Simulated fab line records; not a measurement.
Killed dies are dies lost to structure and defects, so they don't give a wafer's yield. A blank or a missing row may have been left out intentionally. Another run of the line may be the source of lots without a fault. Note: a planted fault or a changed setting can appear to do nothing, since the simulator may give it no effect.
Lot-split experiment || flow sky130 || 5 lots, 23 wafers read, on a route of 708 steps

== ABOUT THE SPLIT ==
At SKY_LI_CONTACT_SPUTTER_19 (material Ti, target thk 20 nm, time 106.37 s), the setting power w was moved away from the recipe's 2500 W on 5 of the 23 wafers read, by -9.1% to +7.9%. For the rest of the wafers, this setting stayed at what the recipe calls for.

The reading comes from the split's own step.

== THE READING ==
Ti_of_LI_CONTACT_SPUTTER_19.thk nm (the simulator's own value, which no gauge read), in nm, at SKY_LI_CONTACT_SPUTTER_19 (material Ti, target thk 20 nm, time 106.37 s). The file does not state a usual value for it. The 18 wafers here that ran the recipe average 20.22 nm, standard deviation 0.22 nm.

{"wafer": "L074.1", "tool, chamber at the split": "pvd sputter-04, -", "power w as run, W": 2500, "against the recipe": "recipe", "Ti_of_LI_CONTACT_SPUTTER_19.thk nm, nm": 20.36, "against lot-mates on the recipe": "-"}
{"wafer": "L074.2", "tool, chamber at the split": "pvd sputter-04, -", "power w as run, W": 2697, "against the recipe": "+7.9%", "Ti_of_LI_CONTACT_SPUTTER_19.thk nm, nm": 21.9, "against lot-mates on the recipe": "+1.50"}
{"wafer": "L074.4", "tool, chamber at the split": "pvd sputter-04, -", "power w as run, W": 2500, "against the recipe": "recipe", "Ti_of_LI_CONTACT_SPUTTER_19.thk nm, nm": 20.34, "against lot-mates on the recipe": "-"}
{"wafer": "L074.5", "tool, chamber at the split": "pvd sputter-04, -", "power w as run, W": 2500, "against the recipe": "recipe", "Ti_of_LI_CONTACT_SPUTTER_19.thk nm, nm": 20.49, "against lot-mates on the recipe": "-"}
{"wafer": "L074.6", "tool, chamber at the split": "pvd sputter-04, -", "power w as run, W": 2697, "against the recipe": "+7.9%", "Ti_of_LI_CONTACT_SPUTTER_19.thk nm, nm": 22, "against lot-mates on the recipe": "+1.60"}
{"wafer": "L078.1", "tool, chamber at the split": "pvd sputter-04, -", "power w as run, W": 2500, "against the recipe": "recipe", "Ti_of_LI_CONTACT_SPUTTER_19.thk nm, nm": 20.49, "against lot-mates on the recipe": "-"}
{"wafer": "L078.2", "tool, chamber at the split": "pvd sputter-04, -", "power w as run, W": 2500, "against the recipe": "recipe", "Ti_of_LI_CONTACT_SPUTTER_19.thk nm, nm": 20.63, "against lot-mates on the recipe": "-"}
{"wafer": "L078.3", "tool, chamber at the split": "pvd sputter-04, -", "power w as run, W": 2500, "against the recipe": "recipe", "Ti_of_LI_CONTACT_SPUTTER_19.thk nm, nm": 20.34, "against lot-mates on the recipe": "-"}
{"wafer": "L078.5", "tool, chamber at the split": "pvd sputter-04, -", "power w as run, W": 2500, "against the recipe": "recipe", "Ti_of_LI_CONTACT_SPUTTER_19.thk nm, nm": 20.43, "against lot-mates on the recipe": "-"}
{"wafer": "L078.6", "tool, chamber at the split": "pvd sputter-04, -", "power w as run, W": 2500, "against the recipe": "recipe", "Ti_of_LI_CONTACT_SPUTTER_19.thk nm, nm": 20.41, "against lot-mates on the recipe": "-"}
{"wafer": "L080.1", "tool, chamber at the split": "pvd sputter-02, -", "power w as run, W": 2500, "against the recipe": "recipe", "Ti_of_LI_CONTACT_SPUTTER_19.thk nm, nm": 20.09, "against lot-mates on the recipe": "-"}
{"wafer": "L080.3", "tool, chamber at the split": "pvd sputter-02, -", "power w as run, W": 2500, "against the recipe": "recipe", "Ti_of_LI_CONTACT_SPUTTER_19.thk nm, nm": 20.02, "against lot-mates on the recipe": "-"}
{"wafer": "L080.6", "tool, chamber at the split": "pvd sputter-02, -", "power w as run, W": 2500, "against the recipe": "recipe", "Ti_of_LI_CONTACT_SPUTTER_19.thk nm, nm": 19.98, "against lot-mates on the recipe": "-"}
{"wafer": "L082.1", "tool, chamber at the split": "pvd sputter-02, -", "power w as run, W": 2500, "against the recipe": "recipe", "Ti_of_LI_CONTACT_SPUTTER_19.thk nm, nm": 19.94, "against lot-mates on the recipe": "-"}
{"wafer": "L082.3", "tool, chamber at the split": "pvd sputter-02, -", "power w as run, W": 2272, "against the recipe": "-9.1%", "Ti_of_LI_CONTACT_SPUTTER_19.thk nm, nm": 18.1, "against lot-mates on the recipe": -1.95}
{"wafer": "L082.4", "tool, chamber at the split": "pvd sputter-02, -", "power w as run, W": 2272, "against the recipe": "-9.1%", "Ti_of_LI_CONTACT_SPUTTER_19.thk nm, nm": 17.95, "against lot-mates on the recipe": -2.11}
{"wafer": "L082.5", "tool, chamber at the split": "pvd sputter-02, -", "power w as run, W": 2272, "against the recipe": "-9.1%", "Ti_of_LI_CONTACT_SPUTTER_19.thk nm, nm": 18.3, "against lot-mates on the recipe": -1.75}
{"wafer": "L082.6", "tool, chamber at the split": "pvd sputter-02, -", "power w as run, W": 2500, "against the recipe": "recipe", "Ti_of_LI_CONTACT_SPUTTER_19.thk nm, nm": 20.17, "against lot-mates on the recipe": "-"}
{"wafer": "L085.1", "tool, chamber at the split": "pvd sputter-03, -", "power w as run, W": 2500, "against the recipe": "recipe", "Ti_of_LI_CONTACT_SPUTTER_19.thk nm, nm": 19.85, "against lot-mates on the recipe": "-"}
{"wafer": "L085.2", "tool, chamber at the split": "pvd sputter-03, -", "power w as run, W": 2500, "against the recipe": "recipe", "Ti_of_LI_CONTACT_SPUTTER_19.thk nm, nm": 19.98, "against lot-mates on the recipe": "-"}
{"wafer": "L085.4", "tool, chamber at the split": "pvd sputter-03, -", "power w as run, W": 2500, "against the recipe": "recipe", "Ti_of_LI_CONTACT_SPUTTER_19.thk nm, nm": 20.33, "against lot-mates on the recipe": "-"}
{"wafer": "L085.5", "tool, chamber at the split": "pvd sputter-03, -", "power w as run, W": 2500, "against the recipe": "recipe", "Ti_of_LI_CONTACT_SPUTTER_19.thk nm, nm": 20.07, "against lot-mates on the recipe": "-"}
{"wafer": "L085.6", "tool, chamber at the split": "pvd sputter-03, -", "power w as run, W": 2500, "against the recipe": "recipe", "Ti_of_LI_CONTACT_SPUTTER_19.thk nm, nm": 20.01, "against lot-mates on the recipe": "-"}

THE FIT
A straight line over all 23 wafers: Ti_of_LI_CONTACT_SPUTTER_19.thk nm changes by +0.227 nm for each +1% of power w; r = +0.97; the points scatter about the line by 0.22 nm.
The same after taking each lot's own level away (the mean of its wafers on the recipe; 23 wafers): +0.207 nm for each +1%; r = +0.99; scatter 0.12 nm.
According to that fit, moving power w by its largest amount changes the reading by 1.9 nm.
From 20.030 to 20.460 nm: that is the span of the lots' own levels, equal to 1.9 times the standard deviation above.
Hence the lot-to-lot level has little effect on the slope; both slopes agree.
Check: -1.88 nm against its lot-mates is what the line predicts for one of the wafers moved furthest among these (-9.1%) when that wafer is left out of the fit. Against them it came out at -1.95 nm.

== FURTHER SPLITS ON THESE WAFERS ==
Note: prior to the reading, these wafers also went through further splits. Each is held against what the fit with the lots' levels taken away leaves over:
{"other split on the same wafers": "SKY_LDD_LDN_IMPLANT_08 dose cm2", "wafers away from the commonest value": 7, "r with Ti_of_LI_CONTACT_SPUTTER_19.thk nm (lot level and that fit taken away)": -0.13}
{"other split on the same wafers": "SKY_POLY_CUT_COAT_02 resist thk nm", "wafers away from the commonest value": 5, "r with Ti_of_LI_CONTACT_SPUTTER_19.thk nm (lot level and that fit taken away)": "+0.22"}
{"other split on the same wafers": "SKY_SD_P_SOFTBAKE_03 temp c", "wafers away from the commonest value": 10, "r with Ti_of_LI_CONTACT_SPUTTER_19.thk nm (lot level and that fit taken away)": "+0.01"}
{"other split on the same wafers": "SKY_RES_XHIGH_IMPLANT_07 dose cm2", "wafers away from the commonest value": 9, "r with Ti_of_LI_CONTACT_SPUTTER_19.thk nm (lot level and that fit taken away)": "+0.17"}
{"other split on the same wafers": "SKY_SD_N_COAT_02 spin rpm", "wafers away from the commonest value": 8, "r with Ti_of_LI_CONTACT_SPUTTER_19.thk nm (lot level and that fit taken away)": "+0.04"}
{"other split on the same wafers": "SKY_SD_N_IMPLANT_09 energy kev", "wafers away from the commonest value": 8, "r with Ti_of_LI_CONTACT_SPUTTER_19.thk nm (lot level and that fit taken away)": -0.11}
{"other split on the same wafers": "SKY_LI_CONTACT_HDPCVD_00 time s", "wafers away from the commonest value": 5, "r with Ti_of_LI_CONTACT_SPUTTER_19.thk nm (lot level and that fit taken away)": "+0.21"}
{"other split on the same wafers": "SKY_LI_CONTACT_EXPOSE_09 dose mj", "wafers away from the commonest value": 8, "r with Ti_of_LI_CONTACT_SPUTTER_19.thk nm (lot level and that fit taken away)": -0.15}
{"other split on the same wafers": "SKY_LI_CONTACT_ETCH_14 ion energy ev", "wafers away from the commonest value": 5, "r with Ti_of_LI_CONTACT_SPUTTER_19.thk nm (lot level and that fit taken away)": "+0.07"}

== THE FILE'S OWN FIT ==
Ti_of_LI_CONTACT_SPUTTER_19.thk nm changes by +0.206 nm for each +1% of power w, r = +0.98.
